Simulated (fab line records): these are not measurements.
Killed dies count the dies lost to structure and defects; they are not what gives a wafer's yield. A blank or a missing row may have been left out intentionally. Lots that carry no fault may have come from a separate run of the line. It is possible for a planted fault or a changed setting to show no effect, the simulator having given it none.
Which of the tools did it? / flow sky130 / route of 708 steps, sampled at 1 step: 6 lots, 18 wafers

## WHAT THE GAUGES READ, wafer by wafer
SKY_POLY_GATE_THK_MEAS_01.
lot=L435; measured=day 15 05:05; on=filmMetro-04; POLY_GATE_CVD_00_THK (nm)=179.2 178.1 178.5
lot=L439; measured=day 16 17:20; on=filmMetro-02; POLY_GATE_CVD_00_THK (nm)=176.4 177.6 179.2
lot=L443; measured=day 18 00:14; on=filmMetro-03; POLY_GATE_CVD_00_THK (nm)=179.0 179.2 178.3
lot=L448; measured=day 20 09:40; on=filmMetro-02; POLY_GATE_CVD_00_THK (nm)=180.1 180.7 180.5
lot=L450; measured=day 20 16:41; on=filmMetro-02; POLY_GATE_CVD_00_THK (nm)=180.5 179.7 179.0
lot=L454; measured=day 22 06:16; on=filmMetro-03; POLY_GATE_CVD_00_THK (nm)=177.9 177.9 177.7

## WHAT TOOL EACH LOT RAN ON (gives the tool, then ch and the chambers of the sampled wafers, and finally the start)
The record shows no process step preceding these readings.

## THE ANSWER, worked out from the rows above alone
Rule: usual is defined by the lots themselves. The widest of any qualifying gaps counts: lots, ordered by their means at a reading, are off when they make up no more than a third of the lots, leave a main group of 4 or more, and stand apart from it by 3 or more times the standard deviation of that group's means. If all means in a main group match to the digits the tables above print for the reading, that group is not used. A lot without any number at a reading at which 4 lots or more have one is off too. The other lots that the step has rows for count as sound.
No lot is off on any of the readings shown, so nothing can be concluded from this.

## WHAT THE SIMULATOR HAD INSERTED
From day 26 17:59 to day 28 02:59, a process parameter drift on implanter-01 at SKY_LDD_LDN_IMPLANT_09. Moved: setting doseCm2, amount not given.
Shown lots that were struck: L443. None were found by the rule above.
